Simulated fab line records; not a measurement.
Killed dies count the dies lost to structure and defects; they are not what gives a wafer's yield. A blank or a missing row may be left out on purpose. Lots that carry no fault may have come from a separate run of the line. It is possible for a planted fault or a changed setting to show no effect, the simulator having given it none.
One fault seen from 2 desks || flow sky130 || each desk has only its own numbers; what lay behind them comes last

AT THE METROLOGY DESK
What the gauges read for every lot (on any tool): the sampled wafers with a number, averaged. A lot is out of limits, marked OUT, if its mean lies more than 4 standard deviations from the usual mean; the brackets give that distance.
Columns: A = VIA2_HDPCVD_THK at SKY_VIA2_THK_MEAS_01, usual 1175 nm
{"lot": "L650", "first seen here": "day 35 13:30", "A": 1179}
{"lot": "L651", "first seen here": "day 35 19:47", "A": 1170}
{"lot": "L652", "first seen here": "day 36 05:30", "A": 1190}
{"lot": "L654", "first seen here": "day 36 15:44", "A": 1167}
{"lot": "L657", "first seen here": "day 38 03:10", "A": 1157}
{"lot": "L659", "first seen here": "day 38 11:19", "A": 1142}
{"lot": "L668", "first seen here": "day 41 15:25", "A": 1160}
{"lot": "L669", "first seen here": "day 41 16:01", "A": 1176}
{"lot": "L670", "first seen here": "day 41 19:24", "A": 1171}
{"lot": "L671", "first seen here": "day 41 22:28", "A": 1174}
{"lot": "L672", "first seen here": "day 42 02:47", "A": 1175}
This desk found nothing out of limits on any of the 11 lots.

AT THE TOOL OWNER'S DESK: hdpcvd-02
The tool's own readings at SKY_VIA2_HDPCVD_00 (deposits SiO2, target thk 1180 nm, time 196.7 s): means of the sampled wafers that have a number, for each lot that ran on this tool. A lot is out of limits, marked OUT, if its mean lies more than 4 standard deviations from the usual mean; the brackets give that distance.
Columns: A = pressure-mtorr at SKY_VIA2_HDPCVD_00, usual 6.000 mTorr; B = run-length-s at SKY_VIA2_HDPCVD_00, usual 224.8 s
{"lot": "L651", "first seen here": "day 35 19:40", "A": 6.008, "B": 225.0}
{"lot": "L654", "first seen here": "day 36 15:37", "A": 6.006, "B": 224.8}
{"lot": "L657", "first seen here": "day 38 03:03", "A": 5.992, "B": "221.4 (-7.2) OUT"}
{"lot": "L659", "first seen here": "day 38 11:11", "A": 6.012, "B": "222.0 (-5.9) OUT"}
{"lot": "L668", "first seen here": "day 41 15:17", "A": 6.009, "B": 224.3}
{"lot": "L671", "first seen here": "day 41 22:23", "A": 6.001, "B": 224.7}
Finding of this desk: L657, L659 out of limits; the first was L657 at day 38 03:03, on run-length-s at SKY_VIA2_HDPCVD_00. In limits: L651, L654, L668, L671.

ALL TOGETHER
On L657, L659, at day 38 03:03, an alarm was possible from the tool owner's desk.
At the metrology desk, nothing out of limits was observed.
The metrology desk has L657, L659 on record, within its limits.
All the named lots went through SKY_VIA2_HDPCVD_00 on hdpcvd-02.

WHAT HAD BEEN PUT IN BY THE SIMULATOR
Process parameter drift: hdpcvd-02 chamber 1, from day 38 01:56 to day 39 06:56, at SKY_VIA2_HDPCVD_00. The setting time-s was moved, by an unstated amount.
Lots struck among those shown: L657, L659.
Delay in hours, fault start to first out-of-limits reading, by desk: the tool owner's desk at 1.
